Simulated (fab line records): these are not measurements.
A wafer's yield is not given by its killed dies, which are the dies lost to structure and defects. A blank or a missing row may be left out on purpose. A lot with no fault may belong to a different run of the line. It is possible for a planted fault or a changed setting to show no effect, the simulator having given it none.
A lot that was struck, set against a sound lot    flow sky130    15 out of 708 route steps
Sound: wafers L851.2, L851.4, L851.6. Wafers struck: L859.1, L859.2, L859.6. The cause is given at the end.
Each step with rows lists, per side, the tool, then ch with its chambers, then its first start. Under that, the readings that differ: sound wafers    struck wafers    difference of the means    sigmas: that difference in standard deviations of wafers without a fault.
alike: a reading whose means differ by less than 2 such deviations, as well as words and numbers matching on both sides. not compared: withheld readings; readings where some wafer has no value; bounds like >300 that might hide an equal value; numbers whose values overlap and for which the record gives no deviation.
A row with sigmas, a row that says differs or no value, or rows on one side alone: a step with any of these is where the two part. Non-overlapping numbers with no deviation appear without sigmas and do not part them. A reading that every wafer of one side lacks parts them only if that side has two wafers or more.

SKY_METAL5_STRIP_16: strips in O2/N2.
  sound on plasma_asher-03 ch 0, day 46 15:38; struck on plasma_asher-03 ch 0,1, day 48 09:31
  alike: drypump_motor_current_A, oes_product_au, strip_time_to_endpoint_s
  not compared: rf_hours_counter_h
then, 3 steps without rows for these wafers: SKY_METAL5_STRIP_17 (strips in post etch residue remover, time 1200 s); SKY_METAL5_CLEAN_18 (cleans in IPA, time 180 s); SKY_METAL5_CLEAN_19 (cleans in O3/DIW).
SKY_PASSIVATION_CVD_00: deposits SiO2, target thk 90 nm.
  sound on pecvd-03 ch 1,2, day 46 16:14; struck on pecvd-03 ch 1,2, day 48 10:17
  alike: heater_power_w, susceptor_temp_C
SKY_PASSIVATION_THK_MEAS_01:
  struck on film_metro-02, day 48 10:18; sound on film_metro-01, day 46 16:16
  alike: PASSIVATION_CVD_00_THK
SKY_PASSIVATION_CVD_02: deposits Si3N4, target thk 540 nm.
  sound on pecvd-01 ch 1,2, day 46 16:19; struck on pecvd-02 ch 0,1,2, day 48 10:22
  alike: heater_power_w, susceptor_temp_C
SKY_PASSIVATION_THK_MEAS_03:
  struck on film_metro-02, day 48 10:35; sound on film_metro-02, day 46 16:33
  alike: PASSIVATION_CVD_02_THK
then, 4 steps without rows for these wafers: SKY_PASSIVATION_DEHYDRATE_04 (time 60 s); SKY_PASSIVATION_HMDS_05 (prime time 60 s); SKY_PASSIVATION_COAT_06 (resist thk 3000 nm); SKY_PASSIVATION_SOFTBAKE_07.
SKY_PASSIVATION_EXPOSE_08: exposes mask NSM, target cd 3000 nm.
  sound on iline_stepper-02 ch 0, day 47 02:05; struck on iline_stepper-01 ch 0, day 48 19:18
reading               sound                 struck                difference  sigmas
exposure_dose_mJ_cm2  260.18 260.13 259.84  264.69 264.53 264.51  +4.53       +20
focus_offset_nm (nm)  0.7 1.3 1.1           -0.8 0.1 -0.4         -1.4        -3
  alike: mask, stage_vel_mm_s
next, for these wafers, 1 step has no rows: SKY_PASSIVATION_PEB_09.
SKY_PAD_OPEN_PROBE_99:
  struck on prober-02, day 49 23:37; sound on prober-01, day 48 09:21
  alike: defect_limited_yield, killed_at_M0_to_M3, killed_at_M4_up, killed_at_contacts, killed_at_front_end, killed_at_other, killed_dies, killed_open, killed_short, sort_bin_3_pad_short, sort_bin_5_function, sort_bin_6_memory, sort_n_pass, sort_yield_pct

WHERE THEY PART
SKY_PASSIVATION_EXPOSE_08 only, going by this record. Later steps at which nothing parts them and some readings are alike: SKY_PAD_OPEN_PROBE_99.

WHY: what the simulator had put in
Process parameter drift: iline_stepper-01, from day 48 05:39 on, at SKY_PASSIVATION_EXPOSE_08. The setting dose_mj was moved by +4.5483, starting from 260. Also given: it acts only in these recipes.
